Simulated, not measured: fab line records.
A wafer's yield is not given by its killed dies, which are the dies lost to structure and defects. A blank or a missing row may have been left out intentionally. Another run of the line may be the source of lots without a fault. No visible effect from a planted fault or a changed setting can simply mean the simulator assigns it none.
Which tool was responsible? || flow gf180mcu || Sampling: 14 lots, 42 wafers, 4 of 602 route steps

== WHAT THE GAUGES SHOWED, per wafer ==
GF_STI_THK_MEAS_30.
{"lot": "L635", "measured": "day 2 10:30", "on": "film metro-02", "STI_OXIDATION_02_THK (nm)": "10.30 10.20 10.33"}
{"lot": "L636", "measured": "day 2 16:14", "on": "film metro-03", "STI_OXIDATION_02_THK (nm)": "10.44 10.64 10.66"}
{"lot": "L638", "measured": "day 3 02:50", "on": "film metro-02", "STI_OXIDATION_02_THK (nm)": "10.23 9.92 9.97"}
{"lot": "L639", "measured": "day 3 04:14", "on": "film metro-03", "STI_OXIDATION_02_THK (nm)": "10.23 10.56 10.37"}
{"lot": "L641", "measured": "day 3 15:20", "on": "film metro-03", "STI_OXIDATION_02_THK (nm)": "10.53 10.49 10.34"}
{"lot": "L643", "measured": "day 4 03:18", "on": "film metro-02", "STI_OXIDATION_02_THK (nm)": "10.40 10.54 10.44"}
{"lot": "L644", "measured": "day 4 04:46", "on": "film metro-03", "STI_OXIDATION_02_THK (nm)": "10.06 10.10 10.26"}
{"lot": "L645", "measured": "day 4 10:20", "on": "film metro-03", "STI_OXIDATION_02_THK (nm)": "9.90 10.12 10.14"}
{"lot": "L646", "measured": "day 4 15:31", "on": "film metro-02", "STI_OXIDATION_02_THK (nm)": "10.05 9.98 10.02"}
{"lot": "L649", "measured": "day 5 06:58", "on": "film metro-01", "STI_OXIDATION_02_THK (nm)": "10.67 10.41 10.44"}
{"lot": "L650", "measured": "day 5 10:41", "on": "film metro-01", "STI_OXIDATION_02_THK (nm)": "10.16 10.11 10.17"}
{"lot": "L655", "measured": "day 6 12:46", "on": "film metro-02", "STI_OXIDATION_02_THK (nm)": "10.25 10.33 10.36"}
{"lot": "L656", "measured": "day 6 18:09", "on": "film metro-03", "STI_OXIDATION_02_THK (nm)": "10.18 10.34 10.11"}
{"lot": "L657", "measured": "day 6 23:52", "on": "film metro-03", "STI_OXIDATION_02_THK (nm)": "10.47 10.42 10.35"}

GF_HV_LDD_OVL_MEAS_47.
{"lot": "L635", "measured": "day 12 13:38", "on": "overlay-01", "HV_LDD_03_OVL (nm)": "-0.6 -2.9 -0.7"}
{"lot": "L636", "measured": "day 12 22:04", "on": "overlay-01", "HV_LDD_03_OVL (nm)": "0.3 0.1 1.0"}
{"lot": "L638", "measured": "day 13 13:11", "on": "overlay-01", "HV_LDD_03_OVL (nm)": "-2.5 -1.5 -3.7"}
{"lot": "L639", "measured": "day 13 20:53", "on": "overlay-02", "HV_LDD_03_OVL (nm)": "-0.5 -1.0 -0.6"}
{"lot": "L641", "measured": "day 14 10:44", "on": "overlay-01", "HV_LDD_03_OVL (nm)": "2.4 0.9 2.0"}
{"lot": "L643", "measured": "day 15 01:55", "on": "overlay-01", "HV_LDD_03_OVL (nm)": "-1.4 -1.7 -2.0"}
{"lot": "L644", "measured": "day 15 05:43", "on": "overlay-01", "HV_LDD_03_OVL (nm)": "-0.1 0.0 -1.1"}
{"lot": "L645", "measured": "day 15 16:19", "on": "overlay-02", "HV_LDD_03_OVL (nm)": "-0.2 0.5 1.0"}
{"lot": "L646", "measured": "day 15 22:04", "on": "overlay-02", "HV_LDD_03_OVL (nm)": "0.2 0.1 -0.6"}
{"lot": "L649", "measured": "day 17 00:08", "on": "overlay-02", "HV_LDD_03_OVL (nm)": "0.4 2.1 1.0"}
{"lot": "L650", "measured": "day 17 08:12", "on": "overlay-01", "HV_LDD_03_OVL (nm)": "2.8 0.5 0.5"}
{"lot": "L655", "measured": "day 18 23:34", "on": "overlay-02", "HV_LDD_03_OVL (nm)": "1.2 1.0 0.2"}
{"lot": "L656", "measured": "day 19 10:37", "on": "overlay-01", "HV_LDD_03_OVL (nm)": "-0.3 0.8 -0.7"}
{"lot": "L657", "measured": "day 19 20:55", "on": "overlay-01", "HV_LDD_03_OVL (nm)": "-0.5 -0.5 -0.2"}

GF_HV_LDD_TW_MEAS_50.
{"lot": "L635", "measured": "day 12 13:55", "on": "film metro-03", "HV_LDD_4_TW": "566 563 563"}
{"lot": "L636", "measured": "day 12 22:22", "on": "film metro-03", "HV_LDD_4_TW": "565 564 561"}
{"lot": "L638", "measured": "day 13 13:28", "on": "film metro-04", "HV_LDD_4_TW": "581 578 577"}
{"lot": "L639", "measured": "day 13 21:10", "on": "film metro-01", "HV_LDD_4_TW": "562 564 562"}
{"lot": "L641", "measured": "day 14 11:01", "on": "film metro-04", "HV_LDD_4_TW": "582 579 582"}
{"lot": "L643", "measured": "day 15 02:13", "on": "film metro-01", "HV_LDD_4_TW": "564 565 565"}
{"lot": "L644", "measured": "day 15 06:01", "on": "film metro-04", "HV_LDD_4_TW": "575 578 578"}
{"lot": "L645", "measured": "day 15 16:37", "on": "film metro-03", "HV_LDD_4_TW": "565 565 562"}
{"lot": "L646", "measured": "day 15 22:22", "on": "film metro-04", "HV_LDD_4_TW": "578 579 579"}
{"lot": "L649", "measured": "day 17 00:25", "on": "film metro-03", "HV_LDD_4_TW": "564 562 565"}
{"lot": "L650", "measured": "day 17 08:29", "on": "film metro-01", "HV_LDD_4_TW": "555 560 562"}
{"lot": "L655", "measured": "day 18 23:52", "on": "film metro-03", "HV_LDD_4_TW": "563 562 565"}
{"lot": "L656", "measured": "day 19 10:54", "on": "film metro-04", "HV_LDD_4_TW": "577 576 576"}
{"lot": "L657", "measured": "day 19 21:13", "on": "film metro-01", "HV_LDD_4_TW": "562 560 564"}

== TOOL THAT RAN EACH LOT (tool first, then ch and the chambers of the sampled wafers, then the start) ==
{"lot": "L635", "GF_VT_IMPLANT_SOFTBAKE_14": "litho track-02 ch 0, day 6 01:53"}
{"lot": "L636", "GF_VT_IMPLANT_SOFTBAKE_14": "litho track-01 ch 0, day 6 09:59"}
{"lot": "L638", "GF_VT_IMPLANT_SOFTBAKE_14": "litho track-01 ch 0, day 6 20:49"}
{"lot": "L639", "GF_VT_IMPLANT_SOFTBAKE_14": "litho track-03 ch 0, day 7 00:02"}
{"lot": "L641", "GF_VT_IMPLANT_SOFTBAKE_14": "litho track-02 ch 0, day 7 13:44"}
{"lot": "L643", "GF_VT_IMPLANT_SOFTBAKE_14": "litho track-02 ch 0, day 8 02:27"}
{"lot": "L644", "GF_VT_IMPLANT_SOFTBAKE_14": "litho track-03 ch 0, day 8 06:46"}
{"lot": "L645", "GF_VT_IMPLANT_SOFTBAKE_14": "litho track-01 ch 0, day 8 12:23"}
{"lot": "L646", "GF_VT_IMPLANT_SOFTBAKE_14": "litho track-01 ch 0, day 8 18:29"}
{"lot": "L649", "GF_VT_IMPLANT_SOFTBAKE_14": "litho track-01 ch 0, day 9 14:07"}
{"lot": "L650", "GF_VT_IMPLANT_SOFTBAKE_14": "litho track-01 ch 0, day 9 19:02"}
{"lot": "L655", "GF_VT_IMPLANT_SOFTBAKE_14": "litho track-03 ch 0, day 11 02:19"}
{"lot": "L656", "GF_VT_IMPLANT_SOFTBAKE_14": "litho track-03 ch 0, day 11 10:28"}
{"lot": "L657", "GF_VT_IMPLANT_SOFTBAKE_14": "litho track-02 ch 0, day 11 16:44"}
- GF_VT_IMPLANT_SOFTBAKE_14: time 60 s.

== AS READ BY THE TOOLS THEMSELVES (means over the sampled wafers that have a number; for cases with no such wafer, the mark the record gives instead) ==
GF_VT_IMPLANT_SOFTBAKE_14.
{"lot": "L635", "tool": "litho track-02", "heater power total W (W)": 56.60, "run length s (s)": 89.45}
{"lot": "L636", "tool": "litho track-01", "heater power total W (W)": 56.60, "run length s (s)": 88.92}
{"lot": "L638", "tool": "litho track-01", "heater power total W (W)": 56.60, "run length s (s)": 88.88}
{"lot": "L639", "tool": "litho track-03", "heater power total W (W)": 56.59, "run length s (s)": 89.08}
{"lot": "L641", "tool": "litho track-02", "heater power total W (W)": 56.54, "run length s (s)": 89.53}
{"lot": "L643", "tool": "litho track-02", "heater power total W (W)": 56.56, "run length s (s)": 89.39}
{"lot": "L644", "tool": "litho track-03", "heater power total W (W)": 56.60, "run length s (s)": 89.06}
{"lot": "L645", "tool": "litho track-01", "heater power total W (W)": 56.63, "run length s (s)": 88.97}
{"lot": "L646", "tool": "litho track-01", "heater power total W (W)": 56.59, "run length s (s)": 88.97}
{"lot": "L649", "tool": "litho track-01", "heater power total W (W)": 60.05, "run length s (s)": 78.67}
{"lot": "L650", "tool": "litho track-01", "heater power total W (W)": 60.02, "run length s (s)": 78.73}
{"lot": "L655", "tool": "litho track-03", "heater power total W (W)": 56.59, "run length s (s)": 89.06}
{"lot": "L656", "tool": "litho track-03", "heater power total W (W)": 56.59, "run length s (s)": 89.11}
{"lot": "L657", "tool": "litho track-02", "heater power total W (W)": 56.59, "run length s (s)": 89.44}

== THE ANSWER, worked out from the rows above alone ==
Rule: the usual values come from the lots themselves. The widest of any qualifying gaps counts: lots, ordered by their means at a reading, are off when they make up no more than a third of the lots, leave a main group of 4 or more, and stand apart from it by 3 or more times the standard deviation of that group's means. A main group whose means are all the same, to the digits that the tables above print for the reading, isn't used. A lot without any number at a reading at which 4 lots or more have one is off too. The other lots that the step has rows for count as sound. First the gauges in route order, then the tools' own readings, where a lot's mean is used as printed above. The first step at which some lot is off is used, and at that step the reading that is off furthest; a lot without a number counts as furthest.
Off, at GF_VT_IMPLANT_SOFTBAKE_14 on heater power total W: L649, L650. Main group: mean 56.59 W, sd 0.021.
A tool fits if, at that step or a process step before it, it ran every lot that is off, and no sound lot after the first of them. One fits: litho track-01 at GF_VT_IMPLANT_SOFTBAKE_14. A fault onset in the window from L646 (day 8 18:29, its last sound lot) to L649 (day 9 14:07, its first lot off) fits.
The tool's own readings at GF_VT_IMPLANT_SOFTBAKE_14 bear it out: on the lots that are off they differ by more than 5 times the standard deviation of the sound lots' means. heater power total W reads 60.03 W there against 56.59 W on the sound lots; run length s reads 78.70 s there against 89.16 s on the sound lots.

== WHAT HAD BEEN PUT IN BY THE SIMULATOR ==
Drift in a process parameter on litho track-01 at GF_VT_IMPLANT_SOFTBAKE_14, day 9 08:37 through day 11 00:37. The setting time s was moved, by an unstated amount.
Lots struck among those shown: L649, L650. The rule given above showed the same thing.
